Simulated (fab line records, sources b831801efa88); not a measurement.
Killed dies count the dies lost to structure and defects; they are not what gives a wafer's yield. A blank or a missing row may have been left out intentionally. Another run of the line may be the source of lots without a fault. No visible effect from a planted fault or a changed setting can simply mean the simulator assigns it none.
The tool behind it: which one? || flow gf180mcu || 11 lots with 33 wafers sampled at 5 steps, on a route of 602 steps

WHAT THE GAUGES SHOWED, per wafer
GF_POLY_GATE_THK_MEAS_01.
{"lot": "L719", "measured": "day 8 12:10", "on": "film_metro-03", "POLY_GATE_CVD_00_THK (nm)": "198.6 196.9 197.1"}
{"lot": "L721", "measured": "day 9 01:22", "on": "film_metro-04", "POLY_GATE_CVD_00_THK (nm)": "202.3 201.0 201.0"}
{"lot": "L722", "measured": "day 9 07:24", "on": "film_metro-01", "POLY_GATE_CVD_00_THK (nm)": "199.4 198.7 198.5"}
{"lot": "L724", "measured": "day 10 01:20", "on": "film_metro-04", "POLY_GATE_CVD_00_THK (nm)": "202.7 202.9 202.7"}
{"lot": "L731", "measured": "day 11 21:50", "on": "film_metro-04", "POLY_GATE_CVD_00_THK (nm)": "200.3 200.0 199.6"}
{"lot": "L733", "measured": "day 12 14:29", "on": "film_metro-01", "POLY_GATE_CVD_00_THK (nm)": "181.9 180.9 180.0 181.7 180.9 179.9"}
{"lot": "L735", "measured": "day 13 00:26", "on": "film_metro-01", "POLY_GATE_CVD_00_THK (nm)": "196.7 200.8 197.3"}
{"lot": "L737", "measured": "day 13 14:23", "on": "film_metro-03", "POLY_GATE_CVD_00_THK (nm)": "201.0 201.6 199.7"}
{"lot": "L739", "measured": "day 14 02:41", "on": "film_metro-03", "POLY_GATE_CVD_00_THK (nm)": "198.1 200.2 199.3"}
{"lot": "L740", "measured": "day 15 03:49", "on": "film_metro-04", "POLY_GATE_CVD_00_THK (nm)": "199.1 198.7 197.9"}
{"lot": "L742", "measured": "day 15 08:31", "on": "film_metro-03", "POLY_GATE_CVD_00_THK (nm)": "199.8 200.3 200.3"}

GF_SALICIDE_THK_MEAS_05: measures by xrf.
{"lot": "L719", "measured": "day 15 03:16", "on": "film_metro-01", "SALICIDE_TIN_THK (nm)": "19.93 20.38 20.36"}
{"lot": "L721", "measured": "day 16 06:24", "on": "film_metro-03", "SALICIDE_TIN_THK (nm)": "20.44 20.49 20.21"}
{"lot": "L722", "measured": "day 16 04:20", "on": "film_metro-04", "SALICIDE_TIN_THK (nm)": "20.24 20.17 20.55"}
{"lot": "L724", "measured": "day 17 02:56", "on": "film_metro-04", "SALICIDE_TIN_THK (nm)": "20.18 19.83 19.88"}
{"lot": "L731", "measured": "day 19 10:26", "on": "film_metro-03", "SALICIDE_TIN_THK (nm)": "20.59 20.36 20.46"}
{"lot": "L733", "measured": "day 20 10:16", "on": "film_metro-01", "SALICIDE_TIN_THK (nm)": "20.36 20.45 20.34"}
{"lot": "L735", "measured": "day 20 19:11", "on": "film_metro-01", "SALICIDE_TIN_THK (nm)": "20.36 20.09 20.25"}
{"lot": "L737", "measured": "day 21 15:29", "on": "film_metro-04", "SALICIDE_TIN_THK (nm)": "20.29 20.12 20.37"}
{"lot": "L739", "measured": "day 22 03:45", "on": "film_metro-01", "SALICIDE_TIN_THK (nm)": "19.97 20.04 20.16"}
{"lot": "L740", "measured": "day 23 07:06", "on": "film_metro-01", "SALICIDE_TIN_THK (nm)": "20.04 20.41 20.04"}
{"lot": "L742", "measured": "day 23 13:03", "on": "film_metro-03", "SALICIDE_TIN_THK (nm)": "20.43 20.44 20.30"}

EACH LOT AND THE TOOL THAT RAN IT (in order: tool; ch and the chambers of the sampled wafers; start)
{"lot": "L719", "GF_POLY_GATE_CVD_00": "lpcvd-02 ch 0, day 8 10:45", "GF_POLY_GATE_ETCH_13": "rie_si-02 ch 0,2, day 9 05:01", "GF_SALICIDE_SPUTTER_03": "pvd_sputter-03, day 15 03:05"}
{"lot": "L721", "GF_POLY_GATE_CVD_00": "lpcvd-02 ch 0, day 9 00:01", "GF_POLY_GATE_ETCH_13": "rie_si-02 ch 0,1, day 9 19:19", "GF_SALICIDE_SPUTTER_03": "pvd_sputter-01, day 16 06:15"}
{"lot": "L722", "GF_POLY_GATE_CVD_00": "lpcvd-01 ch 1, day 9 06:04", "GF_POLY_GATE_ETCH_13": "rie_si-01 ch 0,2,3, day 10 01:32", "GF_SALICIDE_SPUTTER_03": "pvd_sputter-03, day 16 04:12"}
{"lot": "L724", "GF_POLY_GATE_CVD_00": "lpcvd-02 ch 0, day 10 00:00", "GF_POLY_GATE_ETCH_13": "rie_si-02 ch 0,1,3, day 10 19:11", "GF_SALICIDE_SPUTTER_03": "pvd_sputter-02, day 17 02:48"}
{"lot": "L731", "GF_POLY_GATE_CVD_00": "lpcvd-01 ch 0, day 11 19:50", "GF_POLY_GATE_ETCH_13": "rie_si-02 ch 1,2,3, day 12 16:13", "GF_SALICIDE_SPUTTER_03": "pvd_sputter-01, day 19 10:17"}
{"lot": "L733", "GF_POLY_GATE_CVD_00": "lpcvd-02 ch 0, day 12 13:07", "GF_POLY_GATE_ETCH_13": "rie_si-01 ch 0,1, day 13 10:11", "GF_SALICIDE_SPUTTER_03": "pvd_sputter-03, day 20 10:05"}
{"lot": "L735", "GF_POLY_GATE_CVD_00": "lpcvd-01 ch 0, day 12 23:06", "GF_POLY_GATE_ETCH_13": "rie_si-01 ch 1,2, day 13 20:56", "GF_SALICIDE_SPUTTER_03": "pvd_sputter-02, day 20 19:02"}
{"lot": "L737", "GF_POLY_GATE_CVD_00": "lpcvd-01 ch 0, day 13 13:03", "GF_POLY_GATE_ETCH_13": "rie_si-02 ch 1,2,3, day 14 11:25", "GF_SALICIDE_SPUTTER_03": "pvd_sputter-03, day 21 15:20"}
{"lot": "L739", "GF_POLY_GATE_CVD_00": "lpcvd-01 ch 0, day 14 01:20", "GF_POLY_GATE_ETCH_13": "rie_si-01 ch 0,1,2, day 15 00:23", "GF_SALICIDE_SPUTTER_03": "pvd_sputter-03, day 22 03:36"}
{"lot": "L740", "GF_POLY_GATE_CVD_00": "lpcvd-01 ch 1, day 15 02:29", "GF_POLY_GATE_ETCH_13": "rie_si-01 ch 1,2,3, day 16 01:52", "GF_SALICIDE_SPUTTER_03": "pvd_sputter-02, day 23 06:57"}
{"lot": "L742", "GF_POLY_GATE_CVD_00": "lpcvd-02 ch 1, day 15 07:11", "GF_POLY_GATE_ETCH_13": "rie_si-01 ch 1,2,3, day 16 07:11", "GF_SALICIDE_SPUTTER_03": "pvd_sputter-03, day 23 12:55"}
- GF_POLY_GATE_CVD_00: deposits poly-Si, target thk 200 nm, time 1200 s.
- GF_POLY_GATE_ETCH_13: etches poly-Si in HBr/Cl2, stops on SiO2, target depth 198.5 nm, time 69.6 s.
- GF_SALICIDE_SPUTTER_03: material TiN, target thk 20 nm, time 16.7 s.

AS READ BY THE TOOLS THEMSELVES (means over the sampled wafers that have a number; for cases with no such wafer, the mark the record gives instead)
GF_POLY_GATE_CVD_00.
{"lot": "L719", "tool": "lpcvd-02", "pressure_mtorr (mTorr)": 200.1, "spike_tc_centre_C (C)": 621.4, "zone_power_bottom_pct (%)": 15.6}
{"lot": "L721", "tool": "lpcvd-02", "pressure_mtorr (mTorr)": 199.9, "spike_tc_centre_C (C)": 621.0, "zone_power_bottom_pct (%)": 15.4}
{"lot": "L722", "tool": "lpcvd-01", "pressure_mtorr (mTorr)": 199.6, "spike_tc_centre_C (C)": 620.7, "zone_power_bottom_pct (%)": 11.2}
{"lot": "L724", "tool": "lpcvd-02", "pressure_mtorr (mTorr)": 199.8, "spike_tc_centre_C (C)": 621.0, "zone_power_bottom_pct (%)": 15.4}
{"lot": "L731", "tool": "lpcvd-01", "pressure_mtorr (mTorr)": 199.6, "spike_tc_centre_C (C)": 620.6, "zone_power_bottom_pct (%)": 12.0}
{"lot": "L733", "tool": "lpcvd-02", "pressure_mtorr (mTorr)": 159.9, "spike_tc_centre_C (C)": 621.5, "zone_power_bottom_pct (%)": 15.3}
{"lot": "L735", "tool": "lpcvd-01", "pressure_mtorr (mTorr)": 199.6, "spike_tc_centre_C (C)": 619.8, "zone_power_bottom_pct (%)": 11.9}
{"lot": "L737", "tool": "lpcvd-01", "pressure_mtorr (mTorr)": 200.4, "spike_tc_centre_C (C)": 621.1, "zone_power_bottom_pct (%)": 11.8}
{"lot": "L739", "tool": "lpcvd-01", "pressure_mtorr (mTorr)": 200.1, "spike_tc_centre_C (C)": 619.6, "zone_power_bottom_pct (%)": 11.8}
{"lot": "L740", "tool": "lpcvd-01", "pressure_mtorr (mTorr)": 199.9, "spike_tc_centre_C (C)": 620.7, "zone_power_bottom_pct (%)": 11.1}
{"lot": "L742", "tool": "lpcvd-02", "pressure_mtorr (mTorr)": 200.2, "spike_tc_centre_C (C)": 620.9, "zone_power_bottom_pct (%)": 13.0}

GF_POLY_GATE_ETCH_13.
{"lot": "L719", "tool": "rie_si-02", "drypump_motor_current_A (A)": 6.0, "oes_product_au (a.u.)": 0.983, "throttle_valve_pct (%)": 33.680}
{"lot": "L721", "tool": "rie_si-02", "drypump_motor_current_A (A)": 5.5, "oes_product_au (a.u.)": 0.988, "throttle_valve_pct (%)": 33.692}
{"lot": "L722", "tool": "rie_si-01", "drypump_motor_current_A (A)": 5.9, "oes_product_au (a.u.)": 0.987, "throttle_valve_pct (%)": 33.688}
{"lot": "L724", "tool": "rie_si-02", "drypump_motor_current_A (A)": 6.0, "oes_product_au (a.u.)": 0.982, "throttle_valve_pct (%)": 33.680}
{"lot": "L731", "tool": "rie_si-02", "drypump_motor_current_A (A)": 6.1, "oes_product_au (a.u.)": 0.974, "throttle_valve_pct (%)": 33.685}
{"lot": "L733", "tool": "rie_si-01", "drypump_motor_current_A (A)": 5.6, "oes_product_au (a.u.)": 0.933, "throttle_valve_pct (%)": 33.690}
{"lot": "L735", "tool": "rie_si-01", "drypump_motor_current_A (A)": 5.2, "oes_product_au (a.u.)": 0.992, "throttle_valve_pct (%)": 33.691}
{"lot": "L737", "tool": "rie_si-02", "drypump_motor_current_A (A)": 6.1, "oes_product_au (a.u.)": 0.987, "throttle_valve_pct (%)": 33.680}
{"lot": "L739", "tool": "rie_si-01", "drypump_motor_current_A (A)": 5.6, "oes_product_au (a.u.)": 0.991, "throttle_valve_pct (%)": 33.683}
{"lot": "L740", "tool": "rie_si-01", "drypump_motor_current_A (A)": 5.5, "oes_product_au (a.u.)": 0.995, "throttle_valve_pct (%)": 33.684}
{"lot": "L742", "tool": "rie_si-01", "drypump_motor_current_A (A)": 5.5, "oes_product_au (a.u.)": 0.993, "throttle_valve_pct (%)": 33.681}

GF_SALICIDE_SPUTTER_03.
{"lot": "L719", "tool": "pvd_sputter-03", "throttle_valve_pct (%)": 30.9}
{"lot": "L721", "tool": "pvd_sputter-01", "throttle_valve_pct (%)": 30.0}
{"lot": "L722", "tool": "pvd_sputter-03", "throttle_valve_pct (%)": 30.2}
{"lot": "L724", "tool": "pvd_sputter-02", "throttle_valve_pct (%)": 29.6}
{"lot": "L731", "tool": "pvd_sputter-01", "throttle_valve_pct (%)": 30.0}
{"lot": "L733", "tool": "pvd_sputter-03", "throttle_valve_pct (%)": 29.7}
{"lot": "L735", "tool": "pvd_sputter-02", "throttle_valve_pct (%)": 30.8}
{"lot": "L737", "tool": "pvd_sputter-03", "throttle_valve_pct (%)": 30.4}
{"lot": "L739", "tool": "pvd_sputter-03", "throttle_valve_pct (%)": 30.3}
{"lot": "L740", "tool": "pvd_sputter-02", "throttle_valve_pct (%)": 29.8}
{"lot": "L742", "tool": "pvd_sputter-03", "throttle_valve_pct (%)": 31.0}

THE ANSWER, worked out from the rows above alone
Rule: what is usual is taken from the lots themselves. Put in order of their means at a reading, lots are off if they are a third of the lots or fewer, leave a main group of 4 or more, and stand apart from it by a gap of 3 or more times the standard deviation of the main group's means; of several such gaps the widest counts. The tables above print the reading to a certain number of digits; a main group whose means all agree to those digits is not used. A lot without any number at a reading at which 4 lots or more have one is off too. All remaining lots with rows at the step are treated as sound. The gauges are gone through in route order, then the tools' own readings, and for those a lot's mean is taken as printed above. The first step at which some lot is off is used, and at that step the reading that is off furthest; a lot without a number counts as furthest.
Off: L733, seen at GF_POLY_GATE_THK_MEAS_01 (POLY_GATE_CVD_00_THK). Main group: mean 199.8 nm, sd 1.5.
A tool fits if, at a process step before that reading, it ran every lot that is off, and no sound lot after the first of them. The gauges at GF_POLY_GATE_THK_MEAS_01 aren't tried: what is off there is off at GF_POLY_GATE_CVD_00 too, on other tools, and a gauge's error can't cause that. No candidate that was tried fits.

WHAT THE SIMULATOR PUT IN
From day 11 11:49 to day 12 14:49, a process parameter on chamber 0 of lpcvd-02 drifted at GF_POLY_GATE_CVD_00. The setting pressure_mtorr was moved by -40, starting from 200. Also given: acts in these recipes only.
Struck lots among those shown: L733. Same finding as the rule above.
